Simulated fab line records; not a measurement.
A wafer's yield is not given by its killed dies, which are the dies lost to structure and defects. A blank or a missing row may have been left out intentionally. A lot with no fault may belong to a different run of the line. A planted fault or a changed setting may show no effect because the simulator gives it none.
Which tool did it? | flow sky130 | 12 lots with 36 wafers sampled at 5 steps, on a route of 708 steps

## WHAT EACH GAUGE READ, for each wafer
SKY_POLY_GATE_OVL_MEAS_14.
lot  | measured     | on         | POLY_GATE_OVL (nm)
L584 | day 15 20:37 | overlay-01 | 4 5 3
L587 | day 17 16:22 | overlay-02 | 2 5 4
L589 | day 18 02:31 | overlay-02 | -3 6 -4
L590 | day 18 20:01 | overlay-02 | 8 5 -4
L593 | day 19 15:44 | overlay-01 | 9 6 2
L594 | day 20 08:46 | overlay-01 | 9 13 9
L595 | day 20 13:52 | overlay-01 | -1 0 -1
L596 | day 20 14:04 | overlay-02 | 2 -3 -2
L597 | day 21 03:43 | overlay-02 | -4 0 -1
L602 | day 24 00:34 | overlay-02 | 0 2 6
L605 | day 24 02:16 | overlay-02 | 6 -1 4
L606 | day 24 14:37 | overlay-02 | -6 -7 -5

SKY_LDD_HVN_TW_MEAS_10.
lot  | measured     | on           | LDD_HVN_TW
L584 | day 19 17:49 | filmMetro-01 | 1438 1434 1435
L587 | day 21 15:44 | filmMetro-03 | 1429 1444 1439
L589 | day 22 03:17 | filmMetro-03 | 1434 1432 1439
L590 | day 22 18:46 | filmMetro-03 | 1433 1438 1438
L593 | day 23 16:30 | filmMetro-03 | 1450 1452 1450
L594 | day 24 07:16 | filmMetro-03 | 1328 1315 1332
L595 | day 24 12:17 | filmMetro-02 | 1455 1455 1460
L596 | day 24 13:13 | filmMetro-01 | 1302 1301 1293
L597 | day 25 01:22 | filmMetro-03 | 1454 1456 1459
L602 | day 27 18:56 | filmMetro-03 | 1460 1456 1460
L605 | day 27 21:13 | filmMetro-03 | 1463 1459 1461
L606 | day 28 09:41 | filmMetro-02 | 1470 1475 1472

SKY_SPACER_THK_MEAS_01.
lot  | measured     | on           | SPACER_CVD_00_THK (nm)
L584 | day 22 09:17 | filmMetro-04 | 43.1 42.6 42.7
L587 | day 24 06:37 | filmMetro-03 | 43.6 43.6 43.5
L589 | day 24 18:05 | filmMetro-04 | 43.0 43.1 43.5
L590 | day 25 09:03 | filmMetro-03 | 43.5 43.6 43.4
L593 | day 26 06:24 | filmMetro-01 | 43.7 43.7 44.1
L594 | day 26 18:58 | filmMetro-04 | 43.1 43.3 43.5
L595 | day 27 01:32 | filmMetro-04 | 43.3 43.5 43.8
L596 | day 27 02:56 | filmMetro-04 | 43.0 43.2 43.3
L597 | day 27 14:06 | filmMetro-01 | 43.3 43.4 43.4
L602 | day 31 02:34 | filmMetro-01 | 43.4 43.3 43.3
L605 | day 31 02:37 | filmMetro-03 | 42.9 43.4 43.3
L606 | day 31 02:38 | filmMetro-04 | 43.4 43.5 43.4

## EACH LOT AND THE TOOL THAT RAN IT (in order: tool; ch and the chambers of the sampled wafers; start)
lot  | SKY_POLY_GATE_ETCH_17           | SKY_LDD_HVN_IMPLANT_08
L584 | rieSi-01 ch 0,2, day 15 20:50   | implanter-04 ch 0, day 19 17:34
L587 | rieSi-01 ch 0,2, day 17 16:35   | implanter-04 ch 0, day 21 15:30
L589 | rieSi-01 ch 0,1,3, day 18 02:43 | implanter-03 ch 0, day 22 03:02
L590 | rieSi-01 ch 1,2,3, day 18 20:14 | implanter-04 ch 0, day 22 18:31
L593 | rieSi-02 ch 1,2,3, day 19 15:56 | implanter-03 ch 0, day 23 16:17
L594 | rieSi-02 ch 0,2,3, day 20 08:58 | implanter-03 ch 0, day 24 07:01
L595 | rieSi-02 ch 1,2, day 20 14:05   | implanter-04 ch 0, day 24 12:03
L596 | rieSi-01 ch 1,3, day 20 14:16   | implanter-03 ch 0, day 24 12:58
L597 | rieSi-02 ch 0,1,3, day 21 03:56 | implanter-02 ch 0, day 25 01:07
L602 | rieSi-02 ch 2,3, day 24 00:47   | implanter-03 ch 0, day 27 18:41
L605 | rieSi-02 ch 2,3, day 24 02:28   | implanter-03 ch 0, day 27 20:58
L606 | rieSi-01 ch 1,2,3, day 24 14:49 | implanter-04 ch 0, day 28 09:28
- SKY_POLY_GATE_ETCH_17: etches poly-Si in HBr/Cl2, stops on SiO2, target depth 180 nm, time 70.5 s.
- SKY_LDD_HVN_IMPLANT_08

## WHAT THE TOOLS THEMSELVES READ (means of the sampled wafers that have a number; where no wafer has one, the mark that the record gives instead)
SKY_POLY_GATE_ETCH_17.
lot  | tool     | drypumpMotorCurrentA (A) | mfcCl2Sccm (sccm) | oesProductAu (a.u.) | throttleValvePct (%)
L584 | rieSi-01 | 6.2                      | 50.13             | 0.993               | 33.683
L587 | rieSi-01 | 6.2                      | 49.94             | 0.982               | 33.681
L589 | rieSi-01 | 6.3                      | 50.00             | 0.981               | 33.682
L590 | rieSi-01 | 6.5                      | 49.89             | 0.987               | 33.683
L593 | rieSi-02 | 6.1                      | 49.97             | 0.993               | 33.683
L594 | rieSi-02 | 6.1                      | 50.06             | 0.990               | 33.684
L595 | rieSi-02 | 6.3                      | 50.14             | 0.987               | 33.690
L596 | rieSi-01 | 6.5                      | 49.90             | 0.982               | 33.688
L597 | rieSi-02 | 6.0                      | 49.96             | 0.984               | 33.683
L602 | rieSi-02 | 6.2                      | 49.89             | 0.996               | 33.679
L605 | rieSi-02 | 6.0                      | 50.04             | 0.992               | 33.689
L606 | rieSi-01 | 6.5                      | 50.09             | 0.990               | 33.689

SKY_LDD_HVN_IMPLANT_08.
lot  | tool         | beamEnergyKeV
L584 | implanter-04 | 60.008
L587 | implanter-04 | 59.990
L589 | implanter-03 | 60.017
L590 | implanter-04 | 60.020
L593 | implanter-03 | 60.006
L594 | implanter-03 | 41.581
L595 | implanter-04 | 60.011
L596 | implanter-03 | 41.590
L597 | implanter-02 | 59.999
L602 | implanter-03 | 60.005
L605 | implanter-03 | 60.003
L606 | implanter-04 | 60.013

## THE ANSWER, worked out from the rows above alone
Rule: usual is defined by the lots themselves. The widest of any qualifying gaps counts: lots, ordered by their means at a reading, are off when they make up no more than a third of the lots, leave a main group of 4 or more, and stand apart from it by 3 or more times the standard deviation of that group's means. If all means in a main group match to the digits the tables above print for the reading, that group is not used. Also off: a lot with no number at a reading for which 4 or more lots have one. Any other lot the step has rows for is counted as sound. First the gauges in route order, then the tools' own readings, where a lot's mean is used as printed above. The first step at which some lot is off is used, and at that step the reading that is off furthest; a lot without a number counts as furthest.
Off: L594, L596, seen at SKY_LDD_HVN_TW_MEAS_10 (LDD_HVN_TW). For the main group the mean is 1450 and the standard deviation 12.
If a tool, at a process step before that reading, ran all the lots that are off and no sound lot after the first of them, it fits. The gauges at SKY_LDD_HVN_TW_MEAS_10 aren't tried: what is off there is off at SKY_LDD_HVN_IMPLANT_08 too, on other tools, and a gauge's error can't cause that. None of those tried fits.

## WHAT THE SIMULATOR HAD PUT IN
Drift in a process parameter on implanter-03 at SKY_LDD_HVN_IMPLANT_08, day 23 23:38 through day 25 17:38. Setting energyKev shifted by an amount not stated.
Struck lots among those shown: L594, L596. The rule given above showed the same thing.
